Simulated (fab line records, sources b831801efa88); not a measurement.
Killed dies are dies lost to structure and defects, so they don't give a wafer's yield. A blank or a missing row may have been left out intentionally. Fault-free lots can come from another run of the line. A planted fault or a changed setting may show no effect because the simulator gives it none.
Struck lot and sound lot, side by side / flow sky130 / 16 steps out of a route of 708
Sound: wafers L633.1, L633.2, L633.4. Wafers struck: L636.1, L636.3, L636.5. The cause is named last.
At each step with rows: each side's tool, then ch and its chambers, then its first start. Under that, the readings that differ: sound wafers / struck wafers / difference of the means / sigmas: that difference in standard deviations of wafers without a fault.
alike: words and numbers the same on both sides, and readings whose means are apart by under 2 such deviations; not compared: readings that were withheld, readings missing a value for some wafer, numbers with overlapping values and no deviation given by the record, and bounds like >300 which may hide the same value.
A row with sigmas, a row that says differs or no value, or rows on one side alone: a step with any of these is where the two part. Non-overlapping numbers with no deviation appear without sigmas and do not part them. A reading missing from all wafers of one side parts the sides only when that side holds two or more wafers.

first, 1 step without rows for these wafers: SKY_FIELD_ISO_CVD_03 (deposits Si3N4 from DCS/NH3, target thk 165 nm, time 2830 s).
SKY_FIELD_ISO_THK_MEAS_04:
  struck on film metro-01, day 2 11:01; sound on film metro-03, day 1 21:24
  alike: FIELD_ISO_CVD_03_THK
then, 8 steps without rows for these wafers: SKY_FIELD_ISO_DEHYDRATE_05 (time 60 s); SKY_FIELD_ISO_HMDS_06 (prime time 60 s); SKY_FIELD_ISO_COAT_07 (resist thk 60 nm); SKY_FIELD_ISO_COAT_08 (resist thk 450 nm); SKY_FIELD_ISO_SOFTBAKE_09 (time 90 s); SKY_FIELD_ISO_EXPOSE_10 (exposes mask FOM, target cd 150 nm); SKY_FIELD_ISO_PEB_11; SKY_FIELD_ISO_DEVELOP_12 (develop time 60 s).
SKY_FIELD_ISO_CD_MEAS_13 targets a cd of 150 nm.
  struck on cd sem-02, day 3 01:55; sound on cd sem-01, day 2 12:56
  alike: cd nm
SKY_FIELD_ISO_ETCH_14: etches BARC in N2/H2, stops on SiO2, time 45.9 s, target depth 60 nm.
  sound on rie diel-01 ch 0,1,3, day 2 13:04; struck on rie diel-04 ch 0,2,3, day 3 02:02
  alike: bias w, chamber pressure mTorr, drypump motor current A, oes product au, throttle valve pct
  not compared: rf hours counter h
SKY_FIELD_ISO_ETCH_15: etches the open film in CHF3/O2, stops on Si, target depth 180 nm, time 72 s.
  sound on rie diel-01 ch 0,1,3, day 2 13:07; struck on rie diel-04 ch 0,2,3, day 3 02:04
  no value came back on the struck wafers for any of 6 readings (O2_flow_sccm (sccm), bias w (W) and others); on the sound wafers O2_flow_sccm (sccm) reads 5.010 4.991 4.963
reading=model.KrF-thick_of_FIELD_ISO_COAT_08.thk nm (nm); sound=231.3 233.8 239; struck=394.5 395 393.5; difference=+159.6; sigmas=
SKY_FIELD_ISO_STRIP_16: strips in O2/N2.
  sound on plasma asher-04 ch 0,1, day 2 13:10; struck on plasma asher-03 ch 0,1, day 3 02:08
reading=oes product au (a.u.); sound=0.376 0.380 0.375; struck=0.448 0.435 0.444; difference=+0.065; sigmas=+14
reading=strip time to endpoint s (s); sound=3.49 3.51 3.57; struck=5.22 5.22 5.19; difference=+1.69; sigmas=+48
  alike: drypump motor current A
  not compared: rf hours counter h
SKY_FIELD_ISO_ETCH_17: etches Si in HBr/Cl2/O2, target depth 342 nm, time 97.7 s.
  sound on rie si-02 ch 1,2,3, day 2 13:16; struck on rie si-01 ch 0,1,2, day 3 02:14
  alike: HBr_flow_sccm, O2_flow_sccm, drypump motor current A, mfc cl2 sccm, oes product au, throttle valve pct
  not compared: rf hours counter h
-- the record jumps here: 44 days lie between the struck wafers' starts before and after (it left off in module FIELD_ISO and takes up again in module PAD_OPEN, whose first step shown is number 708 of the route) --
SKY_PAD_OPEN_PROBE_99:
  struck on prober-02, day 46 20:52; sound on prober-02, day 46 09:14
reading=killed at front end; sound=18 11 13; struck=427 425 431; difference=+414; sigmas=+98
reading=killed dies; sound=102 93 109; struck=492 492 492; difference=+391; sigmas=+42
reading=killed on rim; sound=21 14 27; struck=96 96 96; difference=+75; sigmas=+19
reading=killed open; sound=59 51 57; struck=41 35 43; difference=-16; sigmas=-2
  alike: killed_at_M0_to_M3, killed_at_M4_up, killed at contacts, killed at other, killed short

WHERE THEY PART
At SKY_FIELD_ISO_ETCH_15 first; at SKY_PAD_OPEN_PROBE_99 last (within this record only).

WHY: what had been put in by the simulator
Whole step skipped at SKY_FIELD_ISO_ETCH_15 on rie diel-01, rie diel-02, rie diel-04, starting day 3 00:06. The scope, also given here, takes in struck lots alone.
